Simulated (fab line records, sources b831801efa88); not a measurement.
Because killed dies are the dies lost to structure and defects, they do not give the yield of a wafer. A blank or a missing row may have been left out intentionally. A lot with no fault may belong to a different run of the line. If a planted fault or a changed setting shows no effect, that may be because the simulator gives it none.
What tool caused it? || flow sky130 || 11 lots, 33 wafers sampled, at 3 steps of a route of 708

== WHAT EACH GAUGE READ, for each wafer ==
SKY_PWDE_TW_MEAS_10.
{"lot": "L762", "measured": "day 4 11:05", "on": "film-metro-02", "PWDE_TW": "371 369 372"}
{"lot": "L763", "measured": "day 4 14:34", "on": "film-metro-04", "PWDE_TW": "375 377 375"}
{"lot": "L764", "measured": "day 4 19:52", "on": "film-metro-04", "PWDE_TW": "378 374 376"}
{"lot": "L765", "measured": "day 5 01:07", "on": "film-metro-04", "PWDE_TW": "374 374 373"}
{"lot": "L766", "measured": "day 5 06:42", "on": "film-metro-04", "PWDE_TW": "1139 1131 1135"}
{"lot": "L767", "measured": "day 5 11:45", "on": "film-metro-04", "PWDE_TW": "1132 1131 1132"}
{"lot": "L776", "measured": "day 7 13:38", "on": "film-metro-02", "PWDE_TW": "371 372 371"}
{"lot": "L777", "measured": "day 7 21:07", "on": "film-metro-04", "PWDE_TW": "373 372 373"}
{"lot": "L779", "measured": "day 8 08:35", "on": "film-metro-04", "PWDE_TW": "372 375 375"}
{"lot": "L781", "measured": "day 8 19:44", "on": "film-metro-03", "PWDE_TW": "371 372 372"}
{"lot": "L783", "measured": "day 9 05:01", "on": "film-metro-03", "PWDE_TW": "370 370 371"}

== WHAT TOOL EACH LOT RAN ON (gives the tool, then ch and the chambers of the sampled wafers, and finally the start) ==
{"lot": "L762", "SKY_DNWELL_COAT_02": "litho-track-02 ch 0, day 3 09:35", "SKY_DNWELL_STRIP_08": "plasma-asher-02 ch 0,1, day 3 18:20"}
{"lot": "L763", "SKY_DNWELL_COAT_02": "litho-track-03 ch 0, day 3 13:20", "SKY_DNWELL_STRIP_08": "plasma-asher-01 ch 0,1, day 3 22:04"}
{"lot": "L764", "SKY_DNWELL_COAT_02": "litho-track-02 ch 0, day 3 18:28", "SKY_DNWELL_STRIP_08": "plasma-asher-03 ch 0,1, day 4 02:41"}
{"lot": "L765", "SKY_DNWELL_COAT_02": "litho-track-04 ch 0, day 3 21:53", "SKY_DNWELL_STRIP_08": "plasma-asher-01 ch 0,1, day 4 07:34"}
{"lot": "L766", "SKY_DNWELL_COAT_02": "litho-track-03, day 4 04:59", "SKY_DNWELL_STRIP_08": "plasma-asher-02 ch 0,1, day 4 13:23"}
{"lot": "L767", "SKY_DNWELL_COAT_02": "litho-track-03, day 4 08:41", "SKY_DNWELL_STRIP_08": "plasma-asher-01 ch 0,1, day 4 17:17"}
{"lot": "L776", "SKY_DNWELL_COAT_02": "litho-track-03 ch 0, day 6 07:32", "SKY_DNWELL_STRIP_08": "plasma-asher-01 ch 0,1, day 6 17:35"}
{"lot": "L777", "SKY_DNWELL_COAT_02": "litho-track-03 ch 0, day 6 15:32", "SKY_DNWELL_STRIP_08": "plasma-asher-02 ch 0, day 7 01:02"}
{"lot": "L779", "SKY_DNWELL_COAT_02": "litho-track-03 ch 0, day 7 02:02", "SKY_DNWELL_STRIP_08": "plasma-asher-01 ch 0,1, day 7 12:40"}
{"lot": "L781", "SKY_DNWELL_COAT_02": "litho-track-03 ch 0, day 7 13:38", "SKY_DNWELL_STRIP_08": "plasma-asher-01 ch 0,1, day 7 23:17"}
{"lot": "L783", "SKY_DNWELL_COAT_02": "litho-track-03 ch 0, day 7 22:10", "SKY_DNWELL_STRIP_08": "plasma-asher-03 ch 0,1, day 8 08:46"}
- SKY_DNWELL_COAT_02: resist thk 3000 nm.
- SKY_DNWELL_STRIP_08: strips in O2/N2.

== THE ANSWER, worked out from the rows above alone ==
Rule: the lots themselves supply what counts as usual. Put in order of their means at a reading, lots are off if they are a third of the lots or fewer, leave a main group of 4 or more, and stand apart from it by a gap of 3 or more times the standard deviation of the main group's means; of several such gaps the widest counts. A main group whose means are all the same, to the digits that the tables above print for the reading, isn't used. Also off: a lot with no number at a reading for which 4 or more lots have one. The other lots that the step has rows for count as sound.
Off: L766, L767, seen at SKY_PWDE_TW_MEAS_10 (PWDE_TW). The main group: mean 373, standard deviation 2.
If a tool, at a process step before that reading, ran all the lots that are off and no sound lot after the first of them, it fits. Those tools and the gauges at SKY_PWDE_TW_MEAS_10 are tried in the same way. Of those tried, none fits.

== WHAT THE SIMULATOR HAD PUT IN ==
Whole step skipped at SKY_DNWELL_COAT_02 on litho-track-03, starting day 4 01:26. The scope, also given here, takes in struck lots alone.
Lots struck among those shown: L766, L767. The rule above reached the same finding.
